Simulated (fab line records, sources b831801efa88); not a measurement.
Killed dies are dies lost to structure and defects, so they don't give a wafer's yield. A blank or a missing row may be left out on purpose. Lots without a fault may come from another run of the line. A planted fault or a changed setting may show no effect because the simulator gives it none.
A struck lot beside a sound one | flow gf180mcu | 14 steps out of a route of 602
Sound: wafers L982.1, L982.2, L982.3. Struck: wafers L973.1, L973.2, L973.6. The cause comes at the end.
At each step with rows: each side's tool, then ch and its chambers, then its first start. Under that, the readings that differ: sound wafers | struck wafers | difference of the means | sigmas: that difference in standard deviations of wafers without a fault.
alike: readings whose means differ by less than 2 such deviations, and words and numbers that are the same on both sides. not compared: withheld readings, readings that some wafer has no value for, bounds like >300 that may hide the same value, and numbers for which the record gives no deviation and whose values overlap.
The two part at a step that has a row with sigmas, a row that says differs or no value, or rows on one side only. Numbers that don't overlap but have no deviation are shown without sigmas and don't part them. A reading that every wafer of one side lacks parts them only if that side has two wafers or more.

GF_SALICIDE_RTA_08: time 30 s.
  sound on rtp_anneal-02 ch 0, day 22 18:00; struck on rtp_anneal-01 ch 0, day 19 13:59
  reading            | sound          | struck         | difference | sigmas
  lamp_power_pct (%) | 20.2 20.2 20.3 | 16.4 16.4 16.4 | -3.8       | -2
  alike: wafer_temp_C_max
then, 1 step without rows for these wafers: GF_CONTACT_CVD_00 (deposits SiO2, target thk 300 nm, time 50 s).
GF_CONTACT_THK_MEAS_01:
  sound on film_metro-04, day 22 18:08; struck on film_metro-04, day 19 14:08
  alike: CONTACT_CVD_00_THK
GF_CONTACT_CVD_02: deposits SiO2 from TEOS, target thk 860 nm, time 95.992 s.
  sound on pecvd-01 ch 0,1,2, day 22 18:12; struck on pecvd-01 ch 0,2, day 19 14:11
  alike: heater_power_w, rf_fwd_power_W
GF_CONTACT_THK_MEAS_03:
  sound on film_metro-01, day 22 18:16; struck on film_metro-02, day 19 14:16
  alike: CONTACT_CVD_02_THK
GF_CONTACT_CMP_04: polishes SiO2.
  sound on cmp-01 ch 0,1,3, day 22 18:20; struck on cmp-01 ch 1,2,3, day 19 14:19
  alike: edge_zone_pressure_frac, motor_current_A, slurry_flow_ml_min, time_to_endpoint_s
GF_CONTACT_BOW_MEAS_05:
  sound on film_metro-02, day 22 18:38; struck on film_metro-02, day 19 14:37
  alike: CONTACT_BOW
then, 5 steps without rows for these wafers: GF_CONTACT_DEHYDRATE_06 (time 60 s); GF_CONTACT_HMDS_07 (prime time 60 s); GF_CONTACT_COAT_08; GF_CONTACT_COAT_09 (resist thk 1000 nm); GF_CONTACT_SOFTBAKE_10 (time 60 s).
GF_CONTACT_EXPOSE_11: exposes mask Contact, target cd 220 nm.
  sound on krf_scanner-01 ch 0, day 23 06:07; struck on krf_scanner-02, day 20 02:55
  no value came back on the struck wafers for exposure_dose_mJ_cm2, focus_offset_nm (nm); on the sound wafers exposure_dose_mJ_cm2 reads 38.02 37.98 38.03
  alike: mask
then, 1 step without rows for these wafers: GF_CONTACT_PEB_12 (peb time 90 s).

WHERE THEY PART
First at GF_SALICIDE_RTA_08; last, within this record, at GF_CONTACT_EXPOSE_11.

WHY: what the simulator had put in
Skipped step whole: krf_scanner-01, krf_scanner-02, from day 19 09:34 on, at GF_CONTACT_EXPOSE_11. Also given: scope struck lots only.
